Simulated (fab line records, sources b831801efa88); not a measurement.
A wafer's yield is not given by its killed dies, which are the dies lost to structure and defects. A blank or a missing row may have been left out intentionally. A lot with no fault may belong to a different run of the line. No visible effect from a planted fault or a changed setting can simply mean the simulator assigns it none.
Chamber matching | flow gf180mcu | 4 sister chambers for GF_STI_CMP_25 on cmp-01
The step polishes, stops on Si3N4, t overpolish 33 s, target thk 524.6 nm. 14 wafers are shown with their chamber, then 7 later ones without.

== WAFERS, EACH WITH ITS CHAMBER ==
wafer  | chamber | motor current A (A) | time to endpoint s (s) | overpolish run s (s)
L610.1 | 1       | 10.9                | 129                    | 33.022
L610.5 | 1       | 10.7                | 127                    | 33.005
L610.6 | 0       | 14.6                | 120                    | 33.003
L611.2 | 1       | 11.1                | 125                    | 33.001
L611.3 | 2       | 10.6                | 129                    | 33.019
L611.4 | 3       | 14.1                | 125                    | 32.989
L618.1 | 3       | 13.6                | 128                    | 33.003
L618.3 | 0       | 14.0                | 124                    | 33.001
L618.4 | 2       | 10.2                | 125                    | 32.991
L620.1 | 1       | 10.5                | 127                    | 33.000
L620.4 | 0       | 13.8                | 124                    | 33.003
L620.5 | 0       | 13.6                | 122                    | 32.996
L626.2 | 1       | 10.3                | 131                    | 33.007
L626.5 | 2       | 10.0                | 125                    | 32.999

SIGNATURES, as means of the wafers listed above
reading            | chamber 0 | chamber 1 | chamber 2 | chamber 3 | scatter within a chamber
motor current A    | 14.000    | 10.700    | 10.267    | 13.850    | 0.357
time to endpoint s | 122.50    | 127.80    | 126.33    | 126.50    | 2.17
overpolish run s   | 33.00075  | 33.00700  | 33.00300  | 32.99600  | 0.00928
Rule: a wafer lies at a distance from a chamber equal to the root of the sum of squares, over the readings, of (its reading less the chamber's mean, divided by the reading's scatter). If the next closest chamber is less than 2 further off than the closest, the wafer can't be placed; otherwise it belongs to the closest. The scatter is the square root of a quotient: the sum, over the shown wafers, of each reading's squared deviation from its chamber's mean, divided by wafers minus chambers.

== WAFERS WHOSE CHAMBER IS MISSING ==
wafer  | motor current A (A) | time to endpoint s (s) | overpolish run s (s)
L626.6 | 14.0                | 127                    | 32.992
L629.1 | 11.3                | 129                    | 32.997
L629.2 | 12.8                | 129                    | 32.999
L629.4 | 10.6                | 126                    | 32.995
L631.1 | 11.4                | 133                    | 32.998
L631.2 | 13.3                | 127                    | 32.996
L631.5 | 10.9                | 131                    | 32.998

== EACH ONE'S CHAMBER ==
wafer  | from the rows above     | in truth
L626.6 | can't be placed: 3 or 0 | 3
L629.1 | can't be placed: 1 or 2 | 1
L629.2 | can't be placed: 3 or 0 | 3
L629.4 | can't be placed: 2 or 1 | 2
L631.1 | can't be placed: 1 or 2 | 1
L631.2 | can't be placed: 3 or 0 | 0
L631.5 | can't be placed: 1 or 2 | 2
Correctly placed: 0 of 7. Unplaceable from these rows: 7, with the true chamber sitting among the candidates in 7. Number placed wrongly: 0.
